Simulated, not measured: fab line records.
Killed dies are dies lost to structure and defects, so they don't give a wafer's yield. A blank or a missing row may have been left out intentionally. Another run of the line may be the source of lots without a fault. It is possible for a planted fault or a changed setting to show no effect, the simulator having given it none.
Comparing a struck lot with a sound one -- flow sky130 -- 17 steps out of a route of 708
Sound: wafers L384.1, L384.4, L384.5. Struck: wafers L394.4, L394.6 (left out: L394.1, a lot-mate that was not struck); the cause follows at the end.
Each step with rows lists, per side, the tool, then ch with its chambers, then its first start. Under that, the readings that differ: sound wafers -- struck wafers -- difference of the means -- sigmas: that difference in standard deviations of wafers without a fault.
alike: same words and numbers on both sides, and readings whose means sit less than 2 such deviations apart. not compared: any withheld reading, any reading some wafer has no value for, any bound like >300 that may hide the same value, and any number with overlapping values for which the record gives no deviation.
Wherever a step has rows on one side only, a row that says differs or no value, or a row with sigmas, the two part there. Numbers that don't overlap but have no deviation are shown without sigmas and don't part them. A reading missing from all wafers of one side parts the sides only when that side holds two or more wafers.

first, 3 steps without rows for these wafers: SKY_VIA1_EXPOSE_09 (exposes mask VIM, target cd 150 nm); SKY_VIA1_PEB_10; SKY_VIA1_DEVELOP_11 (develop time 60 s).
SKY_VIA1_CD_MEAS_12: the cd target is 150 nm.
  sound on cd-sem-01, day 36 00:38; struck on cd-sem-02, day 39 09:23
  alike: cd-nm
SKY_VIA1_OVL_MEAS_13:
  sound on overlay-02, day 36 00:45; struck on overlay-01, day 39 09:30
  alike: VIA1_OVL
SKY_VIA1_ETCH_14: etches BARC in N2/H2, stops on SiO2, time 45.9 s, target depth 60 nm.
  sound on rie-diel-04 ch 0,1,2, day 36 00:47; struck on rie-diel-04 ch 0,2, day 39 09:32
  alike: bias-w, drypump-motor-current-A, oes-product-au, throttle-valve-pct
  not compared: rf-hours-counter-h
SKY_VIA1_ETCH_15: etches SiO2 in C4F8/O2/Ar, stops on TiN, target depth 351 nm, time 54 s.
  sound on rie-diel-04 ch 0,1,2, day 36 00:50; struck on rie-diel-04 ch 0,2, day 39 09:34
  alike: bias-w, oes-product-au
  not compared: rf-hours-counter-h
SKY_VIA1_STRIP_16: strips in O2/N2.
  sound on plasma-asher-04 ch 0,1, day 36 00:53; struck on plasma-asher-04 ch 1, day 39 09:37
  alike: drypump-motor-current-A, oes-product-au, strip-time-to-endpoint-s
  not compared: rf-hours-counter-h
then, 3 steps without rows for these wafers: SKY_VIA1_STRIP_17 (strips in post etch residue remover, time 1200 s); SKY_VIA1_CLEAN_18 (cleans in IPA, time 180 s); SKY_VIA1_CLEAN_19 (cleans in O3/DIW).
SKY_VIA1_SPUTTER_20: material TiN, target thk 20 nm, time 80 s.
  sound on pvd-sputter-03, day 36 02:02; struck on pvd-sputter-03, day 39 10:13
  alike: cathode-dc-power-W, throttle-valve-pct
SKY_VIA1_CVD_21: deposits W, target thk 270 nm, time 80.902 s.
  sound on cvd-w-01 ch 1, day 36 02:06; struck on cvd-w-01 ch 1, day 39 10:17
reading,sound,struck,difference,sigmas
model.W_of_VIA1_CVD_21.thk-nm (nm),273.3 268.9 269.2,256.7 256.9,-13.7,
  alike: heater-power-w
  not compared: since-wet-clean-h
SKY_VIA1_RS_MEAS_22: measurement is done with a four-point probe.
  sound on film-metro-02, day 36 02:11; struck on film-metro-04, day 39 10:28
reading,sound,struck,difference,sigmas
VIA1_W_RS (ohm/sq),0.421 0.429 0.429,0.448 0.448,+0.022,+4
SKY_VIA1_THK_MEAS_23: measures by xrf.
  sound on film-metro-02, day 36 02:19; struck on film-metro-04, day 39 10:35
reading,sound,struck,difference,sigmas
VIA1_W_THK (nm),273 270 269,261 261,-10,-2
SKY_VIA1_CMP_24: polishes, stops on SiO2, t overpolish 15 s, target thk 0 nm.
  sound on cmp-01 ch 0,1, day 36 02:22; struck on cmp-01 ch 0,2, day 39 11:07
  alike: motor-current-A, overpolish-run-s, time-to-endpoint-s
SKY_PAD_OPEN_PROBE_99:
  the record holds rows for the sound wafers here (prober-01, day 47 09:37) but none for the struck ones

## WHERE THEY PART
First at SKY_VIA1_RS_MEAS_22; last, within this record, at SKY_PAD_OPEN_PROBE_99.

WHY: the cause the simulator had injected
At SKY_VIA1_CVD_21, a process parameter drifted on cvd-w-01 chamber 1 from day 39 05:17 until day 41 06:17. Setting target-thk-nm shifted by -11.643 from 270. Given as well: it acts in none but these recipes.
